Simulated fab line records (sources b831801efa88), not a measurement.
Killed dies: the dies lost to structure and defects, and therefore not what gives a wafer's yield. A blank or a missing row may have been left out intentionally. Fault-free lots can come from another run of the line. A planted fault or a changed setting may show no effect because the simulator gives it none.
Chamber matching / flow sky130 / 4 sister chambers for SKY_FIELD_ISO_CMP_27 on cmp-01
The step polishes, stops on Si3N4, t overpolish 16 s, target thk 457.8 nm. 4 wafers are shown with their chamber, then 9 later ones without.

WAFERS, EACH WITH ITS CHAMBER
wafer=L529.6; chamber=2; motor-current-A (A)=11.1
wafer=L531.1; chamber=0; motor-current-A (A)=13.6
wafer=L531.2; chamber=3; motor-current-A (A)=13.5
wafer=L531.3; chamber=1; motor-current-A (A)=13.4

WAFERS WITHOUT THEIR CHAMBER
wafer=L533.1; motor-current-A (A)=13.0
wafer=L533.2; motor-current-A (A)=10.9
wafer=L533.4; motor-current-A (A)=14.9
wafer=L534.2; motor-current-A (A)=14.1
wafer=L534.3; motor-current-A (A)=13.6
wafer=L534.6; motor-current-A (A)=13.6
wafer=L538.1; motor-current-A (A)=14.0
wafer=L538.5; motor-current-A (A)=13.1
wafer=L538.6; motor-current-A (A)=11.2

WHICH CHAMBER EACH WENT THROUGH
wafer=L533.1; from the rows above=can't be placed: 1 or 3 or 0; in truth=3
wafer=L533.2; from the rows above=2; in truth=2
wafer=L533.4; from the rows above=can't be placed: 0 or 3 or 1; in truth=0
wafer=L534.2; from the rows above=can't be placed: 0 or 3 or 1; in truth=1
wafer=L534.3; from the rows above=can't be placed: 0 or 3 or 1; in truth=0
wafer=L534.6; from the rows above=can't be placed: 0 or 3 or 1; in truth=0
wafer=L538.1; from the rows above=can't be placed: 0 or 3 or 1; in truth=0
wafer=L538.5; from the rows above=can't be placed: 1 or 3 or 0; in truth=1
wafer=L538.6; from the rows above=2; in truth=2
Placed correctly: 2 of 9. Unplaceable from these rows: 7, with the true chamber sitting among the candidates in 7. 0 placed wrongly.
How it was worked out, from the rows above alone: a wafer's distance from a chamber is the root of the sum, over the readings, of the square of ((its reading less the chamber's mean) divided by the reading's scatter). If the next closest chamber is less than 2 further off than the closest, the wafer can't be placed; otherwise it belongs to the closest. Each chamber's mean is taken over the wafers shown for it. The scatter: root of mean squared gap, hidden wafer to nearest shown wafer, with one shown wafer a chamber.
